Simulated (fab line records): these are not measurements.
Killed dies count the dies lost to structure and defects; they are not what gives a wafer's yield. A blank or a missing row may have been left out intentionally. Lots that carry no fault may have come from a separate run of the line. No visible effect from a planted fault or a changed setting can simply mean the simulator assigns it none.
fab line records :: flow sky130
record
  lots=5
  wafers=15
  last-day=50
route steps=708 shown METAL4@631 VIA4@639 METAL5@661 PAD_OPEN@708
lots with no fault: from the same line, run without faults
start-h: the number of hours between the record's first day and the start of the first shown wafer of the lot :: wait-h: how many hours have passed since the lot's step before this one :: " as in the row above :: L1.1+2: one row covering several wafers at once :: - no value, or no start was given :: * or withheld: withheld :: < > ~ a bound
route shown NAME@n: a module of which the file shows steps, and the number in the route of the first :: usual: mean/standard deviation of fault-free wafers :: same: alike in all rows :: chamber/n: place in a boat :: sites: readings site by site :: _std_site: standard deviation of those values :: _edge_site: mean of outer sites minus mean of inner sites :: radius-mm: for every site, how far away it sits from the centre of the wafer :: mask NAME#n: copy n :: behind: the tool/chamber that last shaped the wafer :: hold: the reason the lot was held/the length of the hold in hours/how it ended :: device: the n, p or np transistor that did not switch :: end of line: the tests these same wafers got at the end of their route :: where a step has no rows: the recipe by itself :: killed: at the first sort, the dies lost to defects and structure; wafer yield is something else :: map: shows each die of a wafer: x if killed, . if not, _ if none is there
set.NAME: setting as actually run; set.NAME@STEP: the setting as run at that earlier step :: model.NAME: the simulator's own value behind a step, which no gauge read
lots at selected steps of the route; one table per step, one row per wafer
services: a tool's chamber out of use, with start hour (start-h, from the record's first day; less than 0 if before it), hours out, and reason
## steps
# step SKY_METAL4_DESCUM_15
# recipe
  chemistry=O2
  source-power-w=150
  bias-power-w=0
  pressure-mtorr=10
  temp-c=40
  time-s=8
# step SKY_METAL4_ETCH_16
# recipe
  chemistry=N2/H2
  target=BARC
  ion-energy-ev=200
  bias-w=98.14
  pressure-mtorr=30
  n2-flow-sccm=100
  h2-flow-sccm=200
  icp-w=500
  stop-on=SiO2
  time-s=88.2
  target-depth-a=600
# step SKY_METAL4_ETCH_17
# recipe
  target=SiO2
  stop-on=TiN
  chemistry=C4F8/O2/Ar
  source-w=1500
  bias-w=1200
  pressure-mtorr=40
  c4f8-flow-sccm=withheld
  O2_flow_sccm=6
  Ar_flow_sccm=300
  time-s=3.9
  target-depth-a=150
# step SKY_METAL4_METAL_ETCH_18
# recipe
  target-depth-a=8450
  stop-on=SiO2
  over-etch-frac=0.3
  time-s=183.1
  chemistry=Cl2/BCl3
  resist-sidewall-deg=88
  pressure-mtorr=10
  icp-w=900
  bias-w=48.5
  Cl2_flow_sccm=60
  bcl3-flow-sccm=30
# step SKY_METAL4_STRIP_19
# recipe
  chemistry=O2/N2
  power-w=1400
  pressure-mtorr=1500
  platen-temp-c=withheld
  o2-flow-sccm=3000
  n2-flow-sccm=300
  overash-fraction=0.5
# step SKY_METAL4_STRIP_20
# recipe
  chemistry=post-etch-residue-remover
  time-s=1200
  temp-c=72.5
# step SKY_METAL4_CLEAN_21
# recipe
  chemistry=IPA
  time-s=180
  temp-c=25
# step SKY_METAL4_CLEAN_22
# recipe
  chemistry=O3/DIW
  dry=n2-spin
# step SKY_VIA4_HDPCVD_00
# recipe
  material=SiO2
  target-thk-nm=1750
  sigma-open-frac=0.3
  time-s=291.7
  temp-c=400
  sih4-flow-sccm=60
  pressure-mtorr=6
# step SKY_VIA4_CMP_02
# recipe
  material=SiO2
  down-force-psi=4
  platen-rpm=60
  pad-velocity-m-s=0.94248
# usual
  motor-current-A=12.5/1.1
lot.wafer: L371.4
tool: cmp-01
chamber: 0
start-h: 1034.64
wait-h: 0.6
motor-current-A: 11.5
model.SiO2_of_VIA4_HDPCVD_00.thk-nm: 577.8

lot.wafer: L371.3
tool: cmp-01
chamber: 1
start-h: 1034.64
wait-h: 0.6
motor-current-A: 13.7
model.SiO2_of_VIA4_HDPCVD_00.thk-nm: 579.5

lot.wafer: L371.5
tool: cmp-01
chamber: 0
start-h: 1034.64
wait-h: 0.6
motor-current-A: 12.3
model.SiO2_of_VIA4_HDPCVD_00.thk-nm: 579.9

lot.wafer: L374.4
tool: cmp-02
chamber: 1
start-h: 1037.29
wait-h: 0.0
motor-current-A: 11.3
model.SiO2_of_VIA4_HDPCVD_00.thk-nm: 580.5

lot.wafer: L374.3
tool: cmp-02
chamber: 0
start-h: 1037.29
wait-h: 0.0
motor-current-A: 14.2
model.SiO2_of_VIA4_HDPCVD_00.thk-nm: 579.3

lot.wafer: L374.5
tool: cmp-02
chamber: 2
start-h: 1037.29
wait-h: 0.0
motor-current-A: 11.5
model.SiO2_of_VIA4_HDPCVD_00.thk-nm: 580.3

lot.wafer: L383.1
tool: cmp-01
chamber: 3
start-h: 1106.14
wait-h: 0.7
motor-current-A: 12.8
model.SiO2_of_VIA4_HDPCVD_00.thk-nm: 580.9

lot.wafer: L383.2
tool: cmp-01
chamber: 0
start-h: 1106.14
wait-h: 0.7
motor-current-A: 11.3
model.SiO2_of_VIA4_HDPCVD_00.thk-nm: 637.3

lot.wafer: L383.5
tool: cmp-01
chamber: 1
start-h: 1106.14
wait-h: 0.7
motor-current-A: 13.6
model.SiO2_of_VIA4_HDPCVD_00.thk-nm: 578.7

lot.wafer: L384.1
tool: cmp-01
chamber: 1
start-h: 1110.20
wait-h: 0.1
motor-current-A: 13.5
model.SiO2_of_VIA4_HDPCVD_00.thk-nm: 580.4

lot.wafer: L384.3
tool: cmp-01
chamber: 0
start-h: 1110.20
wait-h: 0.1
motor-current-A: 11.6
model.SiO2_of_VIA4_HDPCVD_00.thk-nm: 639.4

lot.wafer: L384.6
tool: cmp-01
chamber: 1
start-h: 1110.20
wait-h: 0.1
motor-current-A: 13.6
model.SiO2_of_VIA4_HDPCVD_00.thk-nm: 579.4

lot.wafer: L386.3
tool: cmp-01
chamber: 3
start-h: 1114.38
wait-h: 0.0
motor-current-A: 13.1
model.SiO2_of_VIA4_HDPCVD_00.thk-nm: 579.8

lot.wafer: L386.2
tool: cmp-01
chamber: 0
start-h: 1114.38
wait-h: 0.0
motor-current-A: 11.7
model.SiO2_of_VIA4_HDPCVD_00.thk-nm: 639.2

lot.wafer: L386.5
tool: cmp-01
chamber: 3
start-h: 1114.38
wait-h: 0.0
motor-current-A: 13.2
model.SiO2_of_VIA4_HDPCVD_00.thk-nm: 581.5
# step SKY_VIA4_BOW_MEAS_03
# recipe
  mode=bow
# usual
  VIA4_BOW=78/7.1
lot.wafer: L371.3
tool: film-metro-03
chamber: -
start-h: 1034.98
wait-h: 0.2
hold: -
VIA4_BOW[um]: 76

lot.wafer: L371.4
tool: film-metro-03
chamber: -
start-h: 1034.98
wait-h: 0.2
hold: -
VIA4_BOW[um]: 72

lot.wafer: L371.5
tool: film-metro-03
chamber: -
start-h: 1034.98
wait-h: 0.2
hold: -
VIA4_BOW[um]: 73

lot.wafer: L374.3
tool: film-metro-03
chamber: -
start-h: 1037.63
wait-h: 0.1
hold: -
VIA4_BOW[um]: 87

lot.wafer: L374.4
tool: film-metro-03
chamber: -
start-h: 1037.63
wait-h: 0.1
hold: -
VIA4_BOW[um]: 64

lot.wafer: L374.5
tool: film-metro-03
chamber: -
start-h: 1037.63
wait-h: 0.1
hold: -
VIA4_BOW[um]: 70

lot.wafer: L383.1
tool: film-metro-01
chamber: -
start-h: 1106.34
wait-h: 0.1
hold: await-dispo/0.2h/release
VIA4_BOW[um]: 79

lot.wafer: L383.2
tool: film-metro-01
chamber: -
start-h: 1106.34
wait-h: 0.1
hold: await-dispo/0.2h/release
VIA4_BOW[um]: 72

lot.wafer: L383.5
tool: film-metro-01
chamber: -
start-h: 1106.34
wait-h: 0.1
hold: await-dispo/0.2h/release
VIA4_BOW[um]: 82

lot.wafer: L383.1
tool: film-metro-01
chamber: -
start-h: 1106.63
wait-h: 0.3
hold: -
VIA4_BOW[um]: -

lot.wafer: L383.2
tool: film-metro-01
chamber: -
start-h: 1106.63
wait-h: 0.3
hold: -
VIA4_BOW[um]: -

lot.wafer: L383.5
tool: film-metro-01
chamber: -
start-h: 1106.63
wait-h: 0.3
hold: -
VIA4_BOW[um]: -

lot.wafer: L384.1
tool: film-metro-04
chamber: -
start-h: 1110.50
wait-h: 0.2
hold: await-dispo/0.2h/release
VIA4_BOW[um]: 91

lot.wafer: L384.3
tool: film-metro-04
chamber: -
start-h: 1110.50
wait-h: 0.2
hold: await-dispo/0.2h/release
VIA4_BOW[um]: 82

lot.wafer: L384.6
tool: film-metro-04
chamber: -
start-h: 1110.50
wait-h: 0.2
hold: await-dispo/0.2h/release
VIA4_BOW[um]: 76

lot.wafer: L384.1
tool: film-metro-04
chamber: -
start-h: 1110.79
wait-h: 0.3
hold: -
VIA4_BOW[um]: -

lot.wafer: L384.3
tool: film-metro-04
chamber: -
start-h: 1110.79
wait-h: 0.3
hold: -
VIA4_BOW[um]: -

lot.wafer: L384.6
tool: film-metro-04
chamber: -
start-h: 1110.79
wait-h: 0.3
hold: -
VIA4_BOW[um]: -

lot.wafer: L386.2
tool: film-metro-04
chamber: -
start-h: 1114.70
wait-h: 0.2
hold: await-dispo/0.2h/release
VIA4_BOW[um]: 78

lot.wafer: L386.3
tool: film-metro-04
chamber: -
start-h: 1114.70
wait-h: 0.2
hold: await-dispo/0.2h/release
VIA4_BOW[um]: 77

lot.wafer: L386.5
tool: film-metro-04
chamber: -
start-h: 1114.70
wait-h: 0.2
hold: await-dispo/0.2h/release
VIA4_BOW[um]: 83

lot.wafer: L386.2
tool: film-metro-04
chamber: -
start-h: 1115.15
wait-h: 0.4
hold: -
VIA4_BOW[um]: -

lot.wafer: L386.3
tool: film-metro-04
chamber: -
start-h: 1115.15
wait-h: 0.4
hold: -
VIA4_BOW[um]: -

lot.wafer: L386.5
tool: film-metro-04
chamber: -
start-h: 1115.15
wait-h: 0.4
hold: -
VIA4_BOW[um]: -
# step SKY_VIA4_HMDS_05
# recipe
  prime-time-s=60
  prime-temp-c=120
# step SKY_VIA4_COAT_06
# recipe
  resist=NOVOLAK
  spin-rpm=3000
  resist-thk-nm=1140
# step SKY_VIA4_SOFTBAKE_07
# recipe
  temp-c=90
  time-s=60
  resist=NOVOLAK
# step SKY_VIA4_EXPOSE_08
# recipe
  mask-id=VIM4
  na=0.6
  source-shape=conventional
  sigma-outer=0.6
  polarization=unpolarized
  target-cd-nm=800
  dose-mj=132
# step SKY_VIA4_PEB_09
# recipe
  temp-c=withheld
  time-s=*
  resist=NOVOLAK
# step SKY_VIA4_DEVELOP_10
# recipe
  resist=NOVOLAK
  developer=TMAH
  develop-time-s=60
  dev-temp-c=23
# step SKY_VIA4_ETCH_12
# recipe
  target=SiO2
  chemistry=C4F8/O2/Ar
  stop-on=TiN
  mask-material=NOVOLAK
  source-w=1500
  bias-w=1200
  pressure-mtorr=40
  c4f8-flow-sccm=withheld
  O2_flow_sccm=6
  Ar_flow_sccm=300
  time-s=withheld
  target-depth-a=5800
# usual
  oes-product-au=0.926/0.0048
lot.wafer: L371.3
tool: rie-diel-03
chamber: 2
start-h: 1057.12
wait-h: 0.0
oes-product-au: 0.925
model.etch.depth-nm: 579.5
model.VIA4.feature-depth-nm: 579.5

lot.wafer: L371.4
tool: rie-diel-03
chamber: 0
start-h: 1057.12
wait-h: 0.0
oes-product-au: 0.918
model.etch.depth-nm: 577.8
model.VIA4.feature-depth-nm: 577.8

lot.wafer: L371.5
tool: rie-diel-03
chamber: 2
start-h: 1057.12
wait-h: 0.0
oes-product-au: 0.926
model.etch.depth-nm: 579.9
model.VIA4.feature-depth-nm: 579.9

lot.wafer: L374.3
tool: rie-diel-02
chamber: 1
start-h: 1058.93
wait-h: 0.0
oes-product-au: 0.919
model.etch.depth-nm: 579.3
model.VIA4.feature-depth-nm: 579.3

lot.wafer: L374.4
tool: rie-diel-02
chamber: 0
start-h: 1058.93
wait-h: 0.0
oes-product-au: 0.927
model.etch.depth-nm: 580.5
model.VIA4.feature-depth-nm: 580.5

lot.wafer: L374.5
tool: rie-diel-02
chamber: 1
start-h: 1058.93
wait-h: 0.0
oes-product-au: 0.934
model.etch.depth-nm: 580.3
model.VIA4.feature-depth-nm: 580.3

lot.wafer: L383.1
tool: rie-diel-04
chamber: 1
start-h: 1127.12
wait-h: 0.0
oes-product-au: 0.927
model.etch.depth-nm: 580.9
model.VIA4.feature-depth-nm: 580.9

lot.wafer: L383.2
tool: rie-diel-04
chamber: 0
start-h: 1127.12
wait-h: 0.0
oes-product-au: 0.976
model.etch.depth-nm: 637.3
model.VIA4.feature-depth-nm: 637.3

lot.wafer: L383.5
tool: rie-diel-04
chamber: 1
start-h: 1127.12
wait-h: 0.0
oes-product-au: 0.924
model.etch.depth-nm: 578.7
model.VIA4.feature-depth-nm: 578.7

lot.wafer: L384.1
tool: rie-diel-04
chamber: 1
start-h: 1131.13
wait-h: 0.0
oes-product-au: 0.924
model.etch.depth-nm: 580.4
model.VIA4.feature-depth-nm: 580.4

lot.wafer: L384.3
tool: rie-diel-04
chamber: 3
start-h: 1131.13
wait-h: 0.0
oes-product-au: 0.973
model.etch.depth-nm: 639.4
model.VIA4.feature-depth-nm: 639.4

lot.wafer: L384.6
tool: rie-diel-04
chamber: 1
start-h: 1131.13
wait-h: 0.0
oes-product-au: 0.927
model.etch.depth-nm: 579.4
model.VIA4.feature-depth-nm: 579.4

lot.wafer: L386.2
tool: rie-diel-03
chamber: 3
start-h: 1134.67
wait-h: 0.0
oes-product-au: 0.981
model.etch.depth-nm: 639.2
model.VIA4.feature-depth-nm: 639.2

lot.wafer: L386.3
tool: rie-diel-03
chamber: 1
start-h: 1134.67
wait-h: 0.0
oes-product-au: 0.930
model.etch.depth-nm: 579.8
model.VIA4.feature-depth-nm: 579.8

lot.wafer: L386.5
tool: rie-diel-03
chamber: 1
start-h: 1134.67
wait-h: 0.0
oes-product-au: 0.924
model.etch.depth-nm: 581.5
model.VIA4.feature-depth-nm: 581.5
# step SKY_VIA4_STRIP_13
# recipe
  chemistry=O2/N2
  power-w=1400
  pressure-mtorr=1500
  platen-temp-c=withheld
  o2-flow-sccm=3000
  n2-flow-sccm=300
  overash-fraction=0.5
# step SKY_VIA4_STRIP_14
# recipe
  chemistry=post-etch-residue-remover
  time-s=1200
  temp-c=72.5
# step SKY_VIA4_CLEAN_15
# recipe
  chemistry=IPA
  time-s=180
  temp-c=25
# step SKY_VIA4_CLEAN_16
# recipe
  chemistry=O3/DIW
  dry=n2-spin
# step SKY_VIA4_SPUTTER_17
# recipe
  material=TiN
  target-thk-nm=20
  chamber-pressure-pa=5
  power-w=4000
  time-s=80
# step SKY_VIA4_CVD_18
# recipe
  material=W
  target-thk-nm=505
  time-s=152.14
  temp-c=400
  pressure-torr=40
# step SKY_VIA4_CMP_21
# recipe
  stop-on=SiO2
  t-overpolish-s=25
  down-force-psi=3.5
  platen-rpm=60
  target-thk-nm=0
  pad-velocity-m-s=0.94248
# step SKY_METAL5_SPUTTER_00
# recipe
  material=Ti
  target-thk-nm=15
  power-w=3000
  time-s=10
  chamber-pressure-pa=0.4
# step SKY_METAL5_SPUTTER_01
# recipe
  material=TiN
  target-thk-nm=20
  power-w=6500
  time-s=16.7
  chamber-pressure-pa=0.4
# step SKY_METAL5_SPUTTER_02
# recipe
  material=AlCu
  target-thk-nm=1150
  power-w=10600
  time-s=61.2
  chamber-pressure-pa=0.4
# step SKY_METAL5_SPUTTER_03
# recipe
  material=Ti
  target-thk-nm=5
  power-w=2965
  time-s=3.3
  chamber-pressure-pa=0.4
# step SKY_METAL5_SPUTTER_04
# recipe
  material=TiN
  target-thk-nm=70
  power-w=6500
  time-s=58.3
  chamber-pressure-pa=0.4
# step SKY_METAL5_DEHYDRATE_07
# recipe
  temp-c=200
  time-s=60
# step SKY_METAL5_HMDS_08
# recipe
  prime-time-s=60
  prime-temp-c=120
# step SKY_METAL5_COAT_09
# recipe
  resist=NOVOLAK
  spin-rpm=3000
  resist-thk-nm=1800
# step SKY_METAL5_METAL_ETCH_15
# recipe
  target-depth-a=12600
  stop-on=SiO2
  over-etch-frac=0.2
  time-s=252
  chemistry=Cl2/BCl3
  resist-sidewall-deg=86
  pressure-mtorr=10
  icp-w=900
  bias-w=48.5
  Cl2_flow_sccm=60
  bcl3-flow-sccm=30
# usual
  drypump-motor-current-A=5.49/0.16
  oes-product-au=0.894/0.0043
  throttle-valve-pct=22.264/0.0081
lot.wafer: L371.3
tool: rie-metal-04
chamber: 0
start-h: 1079.25
wait-h: 0.1
drypump-motor-current-A: 5.63
oes-product-au: 0.893
rf-hours-counter-h: -
throttle-valve-pct: 22.265
model.SiO2_of_VIA4_HDPCVD_00.thk-nm: 548.7

lot.wafer: L371.4
tool: rie-metal-04
chamber: 1
start-h: 1079.25
wait-h: 0.1
drypump-motor-current-A: 5.49
oes-product-au: 0.900
rf-hours-counter-h: -
throttle-valve-pct: 22.251
model.SiO2_of_VIA4_HDPCVD_00.thk-nm: 547.1

lot.wafer: L371.5
tool: rie-metal-04
chamber: 0
start-h: 1079.25
wait-h: 0.1
drypump-motor-current-A: 5.65
oes-product-au: 0.896
rf-hours-counter-h: -
throttle-valve-pct: 22.273
model.SiO2_of_VIA4_HDPCVD_00.thk-nm: 549.1

lot.wafer: L374.3
tool: rie-metal-04
chamber: 1
start-h: 1081.21
wait-h: 0.1
drypump-motor-current-A: 5.52
oes-product-au: 0.899
rf-hours-counter-h: -
throttle-valve-pct: 22.258
model.SiO2_of_VIA4_HDPCVD_00.thk-nm: 548.4

lot.wafer: L374.4
tool: rie-metal-04
chamber: 0
start-h: 1081.21
wait-h: 0.1
drypump-motor-current-A: 5.65
oes-product-au: 0.889
rf-hours-counter-h: -
throttle-valve-pct: 22.261
model.SiO2_of_VIA4_HDPCVD_00.thk-nm: 549.2

lot.wafer: L374.5
tool: rie-metal-04
chamber: 1
start-h: 1081.21
wait-h: 0.1
drypump-motor-current-A: 5.49
oes-product-au: 0.896
rf-hours-counter-h: -
throttle-valve-pct: 22.268
model.SiO2_of_VIA4_HDPCVD_00.thk-nm: 549.6

lot.wafer: L383.1
tool: rie-metal-03
chamber: 1
start-h: 1146.62
wait-h: 0.0
drypump-motor-current-A: 5.44
oes-product-au: 0.887
rf-hours-counter-h: 1
throttle-valve-pct: 22.262
model.SiO2_of_VIA4_HDPCVD_00.thk-nm: 550.3

lot.wafer: L383.2
tool: rie-metal-03
chamber: 0
start-h: 1146.62
wait-h: 0.0
drypump-motor-current-A: 5.22
oes-product-au: 0.889
rf-hours-counter-h: 7
throttle-valve-pct: 22.247
model.SiO2_of_VIA4_HDPCVD_00.thk-nm: 606.2

lot.wafer: L383.5
tool: rie-metal-03
chamber: 1
start-h: 1146.62
wait-h: 0.0
drypump-motor-current-A: 5.45
oes-product-au: 0.900
rf-hours-counter-h: -
throttle-valve-pct: 22.272
model.SiO2_of_VIA4_HDPCVD_00.thk-nm: 548

lot.wafer: L384.1
tool: rie-metal-03
chamber: 0
start-h: 1151.52
wait-h: 0.0
drypump-motor-current-A: 5.22
oes-product-au: 0.897
rf-hours-counter-h: 7
throttle-valve-pct: 22.265
model.SiO2_of_VIA4_HDPCVD_00.thk-nm: 549.5

lot.wafer: L384.3
tool: rie-metal-03
chamber: 1
start-h: 1151.52
wait-h: 0.0
drypump-motor-current-A: 5.49
oes-product-au: 0.894
rf-hours-counter-h: -
throttle-valve-pct: 22.277
model.SiO2_of_VIA4_HDPCVD_00.thk-nm: 609

lot.wafer: L384.6
tool: rie-metal-03
chamber: 1
start-h: 1151.52
wait-h: 0.0
drypump-motor-current-A: 5.49
oes-product-au: 0.898
rf-hours-counter-h: -
throttle-valve-pct: 22.257
model.SiO2_of_VIA4_HDPCVD_00.thk-nm: 548.8

lot.wafer: L386.2
tool: rie-metal-04
chamber: 1
start-h: 1153.68
wait-h: 0.0
drypump-motor-current-A: 5.56
oes-product-au: 0.899
rf-hours-counter-h: 17
throttle-valve-pct: 22.249
model.SiO2_of_VIA4_HDPCVD_00.thk-nm: 608.7

lot.wafer: L386.3
tool: rie-metal-04
chamber: 0
start-h: 1153.68
wait-h: 0.0
drypump-motor-current-A: 5.65
oes-product-au: 0.887
rf-hours-counter-h: -
throttle-valve-pct: 22.295
model.SiO2_of_VIA4_HDPCVD_00.thk-nm: 549.1

lot.wafer: L386.5
tool: rie-metal-04
chamber: 1
start-h: 1153.68
wait-h: 0.0
drypump-motor-current-A: 5.55
oes-product-au: 0.894
rf-hours-counter-h: -
throttle-valve-pct: 22.250
model.SiO2_of_VIA4_HDPCVD_00.thk-nm: 551.1
# step SKY_PAD_OPEN_PROBE_99
lot.wafer: L371.3
tool: prober-02
chamber: -
start-h: 1123.58
wait-h: 0.2
hold: -
model.etest.via4-chain.rc-ohm: 0.782

lot.wafer: L371.4
tool: prober-02
chamber: -
start-h: 1123.63
wait-h: 0.2
hold: -
model.etest.via4-chain.rc-ohm: 0.7884

lot.wafer: L371.5
tool: prober-02
chamber: -
start-h: 1123.68
wait-h: 0.2
hold: -
model.etest.via4-chain.rc-ohm: 0.7879

lot.wafer: L374.3
tool: prober-01
chamber: -
start-h: 1125.67
wait-h: 0.2
hold: -
model.etest.via4-chain.rc-ohm: 0.8044

lot.wafer: L374.4
tool: prober-01
chamber: -
start-h: 1125.72
wait-h: 0.2
hold: -
model.etest.via4-chain.rc-ohm: 0.8032

lot.wafer: L374.5
tool: prober-01
chamber: -
start-h: 1125.77
wait-h: 0.2
hold: -
model.etest.via4-chain.rc-ohm: 0.8263

lot.wafer: L383.1
tool: prober-01
chamber: -
start-h: 1184.10
wait-h: 0.1
hold: await-dispo/2.9h/release
model.etest.via4-chain.rc-ohm: 0.7922

lot.wafer: L383.2
tool: prober-01
chamber: -
start-h: 1184.15
wait-h: 0.1
hold: await-dispo/2.9h/release
model.etest.via4-chain.rc-ohm: 1.127

lot.wafer: L383.5
tool: prober-01
chamber: -
start-h: 1184.30
wait-h: 0.2
hold: await-dispo/2.9h/release
model.etest.via4-chain.rc-ohm: 0.8341

lot.wafer: L384.1
tool: prober-02
chamber: -
start-h: 1188.38
wait-h: 0.1
hold: await-dispo/1.2h/release
model.etest.via4-chain.rc-ohm: 0.8241

lot.wafer: L384.3
tool: prober-02
chamber: -
start-h: 1188.48
wait-h: 0.2
hold: await-dispo/1.2h/release
model.etest.via4-chain.rc-ohm: 1.263

lot.wafer: L384.6
tool: prober-02
chamber: -
start-h: 1188.63
wait-h: 0.2
hold: await-dispo/1.2h/release
model.etest.via4-chain.rc-ohm: 0.8045

lot.wafer: L386.2
tool: prober-01
chamber: -
start-h: 1189.49
wait-h: 0.1
hold: await-dispo/4.2h/release
model.etest.via4-chain.rc-ohm: 0.8588

lot.wafer: L386.3
tool: prober-01
chamber: -
start-h: 1189.54
wait-h: 0.2
hold: await-dispo/4.2h/release
model.etest.via4-chain.rc-ohm: 0.7896

lot.wafer: L386.5
tool: prober-01
chamber: -
start-h: 1189.64
wait-h: 0.2
hold: await-dispo/4.2h/release
model.etest.via4-chain.rc-ohm: 0.7679
# killed by level:class
L371.3 METAL1:geometric-particle:short=10 LI_CONTACT:geometric-particle:open=8 VIA1:geometric-particle:open=8 VIA2:geometric-particle:open=7 METAL2:geometric-particle:short=5 CONTACT:geometric-particle:open=5 CONTACT:geometric-particle:short=5 LI_CONTACT:geometric-particle:short=4
L371.4 CONTACT:geometric-particle:open=16 VIA2:geometric-particle:open=10 VIA1:geometric-particle:open=9 LI_CONTACT:geometric-particle:open=6 METAL1:geometric-particle:short=6 FIELD_ISO:geometric-particle:short=5 FIELD_ISO:geometric-particle:open=4 POLY_GATE:geometric-particle:open=4
L371.5 CONTACT:geometric-particle:open=14 VIA2:geometric-particle:open=7 METAL2:geometric-particle:short=6 VIA1:geometric-particle:open=4 VIA2:geometric-particle:short=4 FIELD_ISO:geometric-particle:open=3 LI_CONTACT:geometric-particle:open=3 LI_CONTACT:geometric-particle:short=3
L374.3 CONTACT:geometric-particle:open=11 METAL1:geometric-particle:short=8 VIA1:geometric-particle:open=8 METAL2:geometric-particle:short=6 LI_CONTACT:geometric-particle:open=5 CONTACT:geometric-particle:short=5 LOCAL_INTERCONNECT:geometric-particle:short=4 VIA3:geometric-particle:open=4
L374.4 CONTACT:geometric-particle:open=18 LI_CONTACT:geometric-particle:open=9 VIA1:geometric-particle:open=8 CONTACT:geometric-particle:short=7 VIA3:geometric-particle:open=5 VIA2:geometric-particle:open=4 VIA3:geometric-particle:short=4 FIELD_ISO:geometric-particle:open=3
L374.5 CONTACT:geometric-particle:open=15 VIA1:geometric-particle:open=10 FIELD_ISO:geometric-particle:short=8 LI_CONTACT:geometric-particle:open=7 VIA1:geometric-particle:short=6 VIA2:geometric-particle:open=6 LOCAL_INTERCONNECT:geometric-particle:short=5 VIA3:geometric-particle:open=5
# map L371.4 (x killed, . not)
__________..x......._________
________x.x.........x._______
______xx...x.........x.._____
_____x.........x.x.x...x.____
____.x..x.....x..........x___
___.x.....x..........x...xx__
__......x..xxx........x....._
_....x....xx....x....x.......
_.x...x................x.....
_..x.x..............x....x.xx
_.xx.x.x...x.........x.xx..x.
_........x........x..........
_.........x..x.......xx.xx.x.
_..........x..x..x......x....
_x......................xx...
__.x.x..x...x.x.x.......x.x._
___..x.............xx.x....__
____..xx.........x..x.....___
_____.......x..x....xx...____
______..x..x...x.......x_____
________.x.....xx....._______
__________x..x.....x_________
# map L374.4 (x killed, . not)
__________xx......x._________
________x.....x..x...._______
______..........x....x.x_____
_____....x........x......____
____......x............x..___
___....x..x.x.....xxxx....x__
__xxx........x..x..x...xx..x_
_..x....x..x..x.x...x.....x.x
_.............x.x...x.xxx....
_.x............x.........x.xx
_....x..............x........
_..x.........x.......x.......
_x...x..x.x....x..x.......x.x
_........x...x.....x.x.......
_x....x.......x.....x........
__..........x.......x..x.x.._
___.......x.x.x...xx.x..x.x__
____...x..................___
_____...x...............x____
______..x...x......xx..._____
________x..........x.x_______
__________.......x.._________
## services
tool: rie-metal-04
chamber: 0
start-h: 1014.21
hours: -
kind: clean

tool: cmp-01
chamber: -
start-h: 1020.51
hours: 2.0
kind: repair

tool: rie-diel-03
chamber: 2
start-h: 1031.18
hours: 2.8
kind: repair

tool: rie-metal-04
chamber: 1
start-h: 1033.61
hours: 4.0
kind: repair

tool: cmp-02
chamber: -
start-h: 1033.63
hours: 2.0
kind: repair

tool: rie-diel-04
chamber: 2
start-h: 1037.67
hours: 2.8
kind: repair

tool: rie-diel-03
chamber: 2
start-h: 1043.70
hours: 5.8
kind: repair

tool: cmp-02
chamber: -
start-h: 1052.80
hours: 0.4
kind: repair

tool: rie-diel-02
chamber: 2
start-h: 1054.59
hours: 3.9
kind: repair

tool: rie-metal-03
chamber: 0
start-h: 1055.96
hours: 21.5
kind: repair

tool: rie-metal-03
chamber: -
start-h: 1057.80
hours: 0.3
kind: repair

tool: rie-diel-04
chamber: 2
start-h: 1063.72
hours: 3.4
kind: repair

tool: rie-diel-04
chamber: 3
start-h: 1071.97
hours: 25.6
kind: repair

tool: cmp-01
chamber: -
start-h: 1084.16
hours: 4.0
kind: pm

tool: cmp-01
chamber: -
start-h: 1088.16
hours: -
kind: consumable-replace:conditioner

tool: cmp-01
chamber: -
start-h: 1088.16
hours: -
kind: consumable-replace:pad

tool: rie-diel-03
chamber: -
start-h: 1088.80
hours: 2.8
kind: pm

tool: cmp-02
chamber: -
start-h: 1101.98
hours: 5.9
kind: repair

tool: rie-diel-04
chamber: 0
start-h: 1102.72
hours: 2.7
kind: repair

tool: cmp-02
chamber: -
start-h: 1123.96
hours: 5.0
kind: pm

tool: rie-diel-02
chamber: 2
start-h: 1133.21
hours: 9.5
kind: repair

tool: rie-diel-04
chamber: 1
start-h: 1140.00
hours: 11.6
kind: repair

tool: rie-metal-04
chamber: 0
start-h: 1148.02
hours: 1.3
kind: repair

tool: rie-diel-04
chamber: 2
start-h: 1148.72
hours: 6.2
kind: repair
## key
first-sign
  step=SKY_VIA4_BOW_MEAS_03
  reading=visit
  direction=added
effect
  step=SKY_VIA4_ETCH_12
  reading=oes-product-au
  direction=up
  sigmas=11
  usual=0.926
  struck=0.977
effect
  step=SKY_PAD_OPEN_PROBE_99
  reading=hold
  direction=added
model-effect
  step=SKY_VIA4_CMP_02
  value=SiO2_of_VIA4_HDPCVD_00.thk-nm
  without=580.6
  struck=638.6
model-effect
  step=SKY_VIA4_ETCH_12
  value=etch.depth-nm
  without=580.6
  struck=638.6
model-effect
  step=SKY_METAL5_METAL_ETCH_15
  value=SiO2_of_VIA4_HDPCVD_00.thk-nm
  without=550
  struck=608
model-effect
  step=SKY_PAD_OPEN_PROBE_99
  value=etest.via4-chain.rc-ohm
  without=0.7834
  struck=1.083
met-at SKY_VIA4_CMP_02
struck-wafers L383.2,L384.3,L386.2
sort-left-out L383.2,L384.3,L386.2
onset-between 1034.64 1106.14
fault
  kind=process-parameter-drift
  tool=cmp-01
  chamber=0
  onset-h=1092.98
  steps=SKY_VIA4_CMP_02
  channel=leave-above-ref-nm
  offset=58
  shape=step
  end-h=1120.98
  acts-in=these-recipes-only
  stated=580
# sort-left-out: the simulated sort isn't trusted on such a fault, so these wafers' sort isn't shown, and their yield isn't known
